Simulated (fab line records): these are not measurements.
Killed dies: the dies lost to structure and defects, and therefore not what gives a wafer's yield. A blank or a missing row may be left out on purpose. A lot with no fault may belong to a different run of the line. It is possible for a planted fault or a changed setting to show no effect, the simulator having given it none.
A struck lot beside a sound one	flow sky130	17 steps out of a route of 708
Sound: the wafers L127.1, L127.2, L127.6. Wafers L115.1, L115.4, L115.5 were the ones struck. Last of all comes the cause.
For every step that has rows: the tool of each side, followed by ch and its chambers, followed by its first start. Under that, the readings that differ: sound wafers	struck wafers	difference of the means	sigmas: that difference in standard deviations of wafers without a fault.
alike: readings whose means differ by less than 2 such deviations, and words and numbers that are the same on both sides. not compared: withheld readings, readings that some wafer has no value for, bounds like >300 that may hide the same value, and numbers for which the record gives no deviation and whose values overlap.
Wherever a step has rows on one side only, a row that says differs or no value, or a row with sigmas, the two part there. Numbers that don't overlap but have no deviation are shown without sigmas and don't part them. A reading missing from all wafers of one side parts the sides only when that side holds two or more wafers.

SKY_VT_ADJUST_LVTN_OVL_MEAS_07:
  sound on overlay-01, day 12 03:23; struck on overlay-01, day 8 21:34
  alike: VT_ADJUST_LVTN_OVL
then, 1 step without rows for these wafers: SKY_VT_ADJUST_LVTN_IMPLANT_08.
SKY_VT_ADJUST_LVTN_STRIP_09: strips in O2/N2.
  sound on plasma_asher-03 ch 0,1, day 12 03:34; struck on plasma_asher-04 ch 1, day 8 21:45
  alike: drypump_motor_current_A, oes_product_au, strip_time_to_endpoint_s
  not compared: rf_hours_counter_h
SKY_VT_ADJUST_LVTN_TW_MEAS_10:
  sound on film_metro-04, day 12 03:40; struck on film_metro-04, day 8 21:51
  alike: VT_ADJUST_LVTN_TW
then, 7 steps without rows for these wafers: SKY_VT_ADJUST_LVTN_DEHYDRATE_11 (time 60 s); SKY_VT_ADJUST_LVTN_HMDS_12 (prime time 60 s); SKY_VT_ADJUST_LVTN_COAT_13 (resist thk 1140 nm); SKY_VT_ADJUST_LVTN_SOFTBAKE_14 (time 60 s); SKY_VT_ADJUST_LVTN_EXPOSE_15 (exposes mask HVN STD DERIVED, target cd 600 nm); SKY_VT_ADJUST_LVTN_PEB_16; SKY_VT_ADJUST_LVTN_DEVELOP_17 (develop time 60 s).
SKY_VT_ADJUST_LVTN_OVL_MEAS_18:
  sound on overlay-01, day 13 04:34; struck on overlay-02, day 9 19:12
  alike: VT_ADJUST_LVTN_01_OVL
SKY_VT_ADJUST_LVTN_IMPLANT_19:
  sound on implanter-02 ch 0, day 13 04:36; struck on implanter-02 ch 0, day 9 19:33
SKY_VT_ADJUST_LVTN_STRIP_20: strips in O2/N2.
  sound on plasma_asher-02 ch 0,1, day 13 04:45; struck on plasma_asher-03 ch 0,1, day 9 19:42
  alike: drypump_motor_current_A, oes_product_au, strip_time_to_endpoint_s
  not compared: rf_hours_counter_h
SKY_VT_ADJUST_LVTN_TW_MEAS_21:
  sound on film_metro-02, day 13 04:51; struck on film_metro-04, day 9 19:48
reading	sound	struck	difference	sigmas
VT_ADJUST_LVTN_2_TW	191 193 192	225 226 224	+33	+9
then, 1 step without rows for these wafers: SKY_VT_ADJUST_NCORE_DEHYDRATE_00 (time 60 s).
-- the record jumps here: 38 days lie between the struck wafers' starts before and after (it left off in module VT_ADJUST_NCORE and takes up again in module PAD_OPEN, whose first step shown is number 708 of the route) --
SKY_PAD_OPEN_PROBE_99:
  sound on prober-02, day 50 02:05; struck on prober-01, day 47 12:10
reading	sound	struck	difference	sigmas
model.etest.nfet_16v.r_on_ohm_um	1.401e+04 1.411e+04 1.395e+04	1.434e+04 1.427e+04 1.43e+04	+2.800e+02	
model.etest.res_pwell_under_gate.rs_ohm_sq	2252 2280 2269	2185 2204 2192	-73	
model.etest.tip_n_5v.rs_ohm_sq	1380 1389 1389	1450 1450 1456	+66	
model.etest.nfet_g5v0d10v5.r_on_ohm_um	1882 1895 1874	1941 1931 1930	+50	
model.etest.nfet_g5v0d10v5.drive_ua_um	600.5 592.7 600	576.8 575.9 576.7	-21.3	
model.etest.nfet_16v.drive_ua_um	220.9 218.5 221.2	207.8 209.3 210.2	-11.1	
model.etest.pfet_16v.drive_ua_um	242.9 238.4 245.3	248.9 248.4 254.4	+8.4	
  alike: killed_at_M0_to_M3, killed_at_M4_up, killed_at_contacts, killed_at_front_end, killed_at_other, killed_dies, killed_open, killed_short
  not compared: model.etest.pfet_16v.r_on_ohm_um

WHERE THEY PART
Only at SKY_VT_ADJUST_LVTN_TW_MEAS_21, within this record. Later steps at which nothing parts them and some readings are alike: SKY_PAD_OPEN_PROBE_99.

WHY: what had been put in by the simulator
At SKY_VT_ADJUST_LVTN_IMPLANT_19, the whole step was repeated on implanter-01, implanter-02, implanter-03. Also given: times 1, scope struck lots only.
